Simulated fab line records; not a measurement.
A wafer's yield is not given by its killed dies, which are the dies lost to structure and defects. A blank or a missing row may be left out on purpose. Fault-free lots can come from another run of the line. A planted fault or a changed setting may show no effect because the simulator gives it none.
Which of the tools did it? | flow sky130 | 10 lots with 30 wafers sampled at 6 steps, on a route of 708 steps

## WHAT THE GAUGES SHOWED, per wafer
SKY_METAL3_OVL_MEAS_14. Usual: METAL3_OVL gives -2 nm (standard deviation 5.2).
lot  | measured     | on         | METAL3_OVL (nm) | flag
L305 | day 38 14:37 | overlay-01 | -14 -13 -10     | 
L310 | day 40 10:00 | overlay-02 | -4 -6 -7        | 
L311 | day 41 16:37 | overlay-01 | -1 3 -6         | 
L317 | day 42 07:00 | overlay-02 | -9 -6 -10       | 
L321 | day 43 10:33 | overlay-01 | 2 -11 -4        | 
L322 | day 43 11:16 | overlay-01 | -2 2 -5         | 
L323 | day 43 20:55 | overlay-02 | -6 -6 -4        | 
L324 | day 44 05:28 | overlay-02 | -4 -1 0         | 
L325 | day 44 07:31 | overlay-01 | -4 7 4          | 
L327 | day 44 21:37 | overlay-01 | -2 -2 -5        | 

SKY_VIA3_BOW_MEAS_03. Usual: VIA3_BOW gives 80 um (standard deviation 8.1).
lot  | measured     | on           | VIA3_BOW (um) | flag
L305 | day 38 16:08 | filmMetro-04 | 77 85 60      | 
L310 | day 40 11:32 | filmMetro-01 | 84 86 83      | 
L311 | day 41 18:20 | filmMetro-02 | 79 91 85      | 
L317 | day 42 08:29 | filmMetro-02 | 79 81 83      | 
L321 | day 43 12:03 | filmMetro-01 | 70 76 78      | 
L322 | day 43 12:44 | filmMetro-04 | 84 84 71      | 
L323 | day 43 22:24 | filmMetro-01 | 82 93 81      | 
L324 | day 44 06:56 | filmMetro-04 | 85 75 81      | 
L325 | day 44 09:01 | filmMetro-02 | 83 84 83      | 
L327 | day 44 23:07 | filmMetro-04 | 74 66 67      | 

SKY_CAP2M_RS_MEAS_03: measures by four-point-probe. Usual: CAP2M_TIN_RS gives 6.90 ohm/sq (standard deviation 0.081).
lot  | measured     | on           | CAP2M_TIN_RS (ohm/sq) | flag
L305 | day 39 18:56 | filmMetro-03 | 6.97 7.03 6.94        | 
L310 | day 41 13:59 | filmMetro-01 | 6.98 6.88 7.04        | 
L311 | day 42 19:43 | filmMetro-03 | 6.87 6.83 6.98        | 
L317 | day 43 09:03 | filmMetro-04 | 15.61 6.95 6.87       | OFF
L321 | day 44 12:14 | filmMetro-01 | 6.75 6.84 6.72        | 
L322 | day 44 12:49 | filmMetro-01 | 7.08 6.92 6.95        | 
L323 | day 44 22:52 | filmMetro-01 | 6.87 6.87 6.79        | 
L324 | day 45 06:23 | filmMetro-03 | 6.71 6.96 6.95        | 
L325 | day 45 09:06 | filmMetro-04 | 6.75 6.96 6.81        | 
L327 | day 45 22:43 | filmMetro-04 | 6.86 6.79 6.98        | 

SKY_CAP2M_THK_MEAS_04: measures by xrf. Usual: CAP2M_TIN_THK gives 198.9 nm (standard deviation 2.7).
lot  | measured     | on           | CAP2M_TIN_THK (nm) | flag
L305 | day 39 19:03 | filmMetro-03 | 195.7 194.6 196.5  | 
L310 | day 41 14:06 | filmMetro-01 | 197.1 199.7 194.8  | 
L311 | day 42 19:50 | filmMetro-03 | 198.2 199.0 195.0  | 
L317 | day 43 09:10 | filmMetro-04 | 89.6 196.6 198.6   | OFF
L321 | day 44 12:22 | filmMetro-01 | 204.8 201.5 205.1  | 
L322 | day 44 12:56 | filmMetro-01 | 194.8 200.3 198.0  | 
L323 | day 44 22:58 | filmMetro-01 | 201.1 201.6 202.9  | 
L324 | day 45 06:31 | filmMetro-03 | 204.2 196.5 197.6  | 
L325 | day 45 09:13 | filmMetro-04 | 202.4 197.8 201.2  | 
L327 | day 45 22:49 | filmMetro-04 | 198.7 201.3 196.8  | 

## WHICH TOOL RAN EACH LOT (tool, then ch and the chambers of the sampled wafers, then the start)
lot  | SKY_VIA3_ETCH_14                  | SKY_CAP2M_SPUTTER_02
L305 | rieDiel-02 ch 0,1,2, day 39 17:11 | pvdSputter-03, day 39 18:49
L310 | rieDiel-02 ch 1,2,3, day 41 11:50 | pvdSputter-01, day 41 13:52
L311 | rieDiel-04 ch 0,3, day 42 17:56   | pvdSputter-03, day 42 19:36
L317 | rieDiel-04 ch 1,3, day 43 07:20   | pvdSputter-03, day 43 08:57
L321 | rieDiel-02 ch 1,2,3, day 44 10:32 | pvdSputter-01, day 44 12:08
L322 | rieDiel-04 ch 0,2,3, day 44 11:05 | pvdSputter-03, day 44 12:41
L323 | rieDiel-02 ch 2,3, day 44 21:08   | pvdSputter-01, day 44 22:44
L324 | rieDiel-02 ch 0,1,2, day 45 04:40 | pvdSputter-02, day 45 06:17
L325 | rieDiel-02 ch 2,3, day 45 07:20   | pvdSputter-02, day 45 08:58
L327 | rieDiel-04 ch 0,2,3, day 45 20:59 | pvdSputter-01, day 45 22:35
- SKY_VIA3_ETCH_14: etches BARC in N2/H2, stops on SiO2, time 45.9 s, target depth 60 nm.
- SKY_CAP2M_SPUTTER_02: material TiN, target thk 200 nm, time 166.7 s.

## WHAT THE TOOLS THEMSELVES READ (means of the sampled wafers that have a number; where no wafer has one, the mark that the record gives instead)
SKY_VIA3_ETCH_14. Usual: drypumpMotorCurrentA 5.8 A, standard deviation 0.41; n2FlowSccm 99.99 sccm, standard deviation 0.29; oesProductAu 0.855 a.u., standard deviation 0.0048; throttleValvePct 13.225 %, standard deviation 0.0084.
lot  | tool       | drypumpMotorCurrentA (A) | n2FlowSccm (sccm) | oesProductAu (a.u.) | throttleValvePct (%) | flag
L305 | rieDiel-02 | 5.7                      | 99.84             | 0.854               | 13.232               | 
L310 | rieDiel-02 | 5.7                      | 99.91             | 0.856               | 13.233               | 
L311 | rieDiel-04 | 6.1                      | 100.19            | 0.855               | 13.225               | 
L317 | rieDiel-04 | 6.0                      | 99.99             | 0.859               | 13.228               | 
L321 | rieDiel-02 | 5.6                      | 100.11            | 0.856               | 13.222               | 
L322 | rieDiel-04 | 6.2                      | 99.98             | 0.848               | 13.225               | 
L323 | rieDiel-02 | 5.5                      | 100.22            | 0.855               | 13.222               | 
L324 | rieDiel-02 | 5.8                      | 100.00            | 0.858               | 13.238               | 
L325 | rieDiel-02 | 5.5                      | 100.20            | 0.856               | 13.222               | 
L327 | rieDiel-04 | 6.2                      | 99.87             | 0.856               | 13.225               | 

SKY_CAP2M_SPUTTER_02. Usual: throttleValvePct 30.2 %, standard deviation 1.5.
lot  | tool          | throttleValvePct (%) | flag
L305 | pvdSputter-03 | 31.1                 | 
L310 | pvdSputter-01 | 29.6                 | 
L311 | pvdSputter-03 | 30.3                 | 
L317 | pvdSputter-03 | 31.1                 | 
L321 | pvdSputter-01 | 28.6                 | 
L322 | pvdSputter-03 | 31.3                 | 
L323 | pvdSputter-01 | 28.5                 | 
L324 | pvdSputter-02 | 31.3                 | 
L325 | pvdSputter-02 | 30.4                 | 
L327 | pvdSputter-01 | 29.7                 | 

## THE ANSWER, worked out from the rows above alone
Rule: take the mean of a lot's wafers that have a number; if it is more than 3 standard deviations from the usual mean, the lot is off. Also off: a lot with no number at a reading for which 4 or more lots have one. Any other lot the step has rows for is counted as sound. After the gauges, taken in route order, come the tools' own readings; for these a lot's mean is taken, as printed above. The first step at which some lot is off is used, and at that step the reading that is off furthest; a lot without a number counts as furthest.
Off: at SKY_CAP2M_RS_MEAS_03 (CAP2M_TIN_RS), L317.
If a tool, at a process step before that reading, ran all the lots that are off and no sound lot after the first of them, it fits. The gauges at SKY_CAP2M_RS_MEAS_03 are tried like those tools. No candidate that was tried fits.

## WHAT THE SIMULATOR HAD PUT IN
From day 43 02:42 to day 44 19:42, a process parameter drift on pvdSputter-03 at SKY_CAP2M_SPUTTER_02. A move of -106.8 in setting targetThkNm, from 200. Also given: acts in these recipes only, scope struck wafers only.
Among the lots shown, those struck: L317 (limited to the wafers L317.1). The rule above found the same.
